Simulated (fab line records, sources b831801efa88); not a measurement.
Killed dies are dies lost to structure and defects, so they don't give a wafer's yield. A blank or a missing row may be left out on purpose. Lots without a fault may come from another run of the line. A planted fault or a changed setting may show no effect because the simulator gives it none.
One fault seen from 2 desks | flow sky130 | each desk has only its own numbers; what lay behind them comes last

THE TOOL OWNER'S DESK: implanter-01
The tool's own readings at SKY_LDD_LDN_IMPLANT_11: means of the sampled wafers that have a number, for each lot that ran on this tool. A lot is out of limits, marked OUT, if its mean lies more than 4 standard deviations from the usual mean; the brackets give that distance.
Columns: A = beam_energy_keV at SKY_LDD_LDN_IMPLANT_11, usual 15.000; B = dose_ions_cm2 at SKY_LDD_LDN_IMPLANT_11, usual 1.2498e+13
lot  | first seen here | A                        | B
L712 | day 23 21:23    | 14.996                   | 1.2500e+13
L716 | day 25 09:47    | 14.996                   | 1.2511e+13
L719 | day 26 20:43    | 14.999                   | 1.2498e+13
L722 | day 27 14:53    | 15.002                   | 1.2500e+13
L727 | day 29 03:04    | 14.995                   | 1.2497e+13
L728 | day 29 13:07    | 19.087 (+99 or more) OUT | 1.2517e+13
L730 | day 29 22:05    | 19.091 (+99 or more) OUT | 1.2504e+13
L729 | day 30 01:04    | 19.092 (+99 or more) OUT | 1.2518e+13
This desk's finding: out of limits on L728, L729, L730; first on L728, day 29 13:07 (beam_energy_keV at SKY_LDD_LDN_IMPLANT_11). In limits: L712, L716, L719, L722, L727.

THE METROLOGY DESK
What the gauges read, lot by lot, whatever tool the lot ran on: means of the sampled wafers that have a number. A lot is out of limits, marked OUT, if its mean lies more than 4 standard deviations from the usual mean; the brackets give that distance.
Columns: A = SD_P_TW at SKY_SD_P_TW_MEAS_11, usual 2841; B = cd_nm at SKY_LI_CONTACT_CD_MEAS_12, usual 169.7 nm
lot  | first seen here | A    | B
L712 | day 26 15:10    | 2862 | 168.2
L715 | day 27 10:16    | 2868 | 168.4
L716 | day 27 23:10    | 2853 | 169.7
L717 | day 28 09:50    | 2880 | 168.2
L718 | day 28 17:22    | 2872 | 167.9
L719 | day 29 10:10    | 2855 | 168.1
L720 | day 29 17:19    | 2856 | 166.7
L722 | day 30 02:10    | 2851 | 170.2
L724 | day 31 02:40    | 2784 | 170.5
L727 | day 31 16:19    | 2882 | 170.1
L728 | day 31 23:35    | 2798 | 169.2
L730 | day 32 08:39    | 2806 | 170.0
L729 | day 32 11:37    | 2852 | 170.6
This desk's finding: nothing out of limits on any of the 13 lots.

PUT TOGETHER
The tool owner's desk could have raised an alarm at day 29 13:07, on L728, L729, L730.
The metrology desk saw nothing out of limits.
The metrology desk has L728, L729, L730 on record, within its limits.
Of the lots named, all ran SKY_LDD_LDN_IMPLANT_11 on implanter-01.

WHAT THE SIMULATOR HAD PUT IN
Process parameter drift: implanter-01, from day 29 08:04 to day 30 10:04, at SKY_LDD_LDN_IMPLANT_11. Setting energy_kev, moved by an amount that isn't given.
Lots struck among those shown: L728, L729, L730.
Hours from the fault's start to each desk's first reading out of limits: the tool owner's desk, 5.
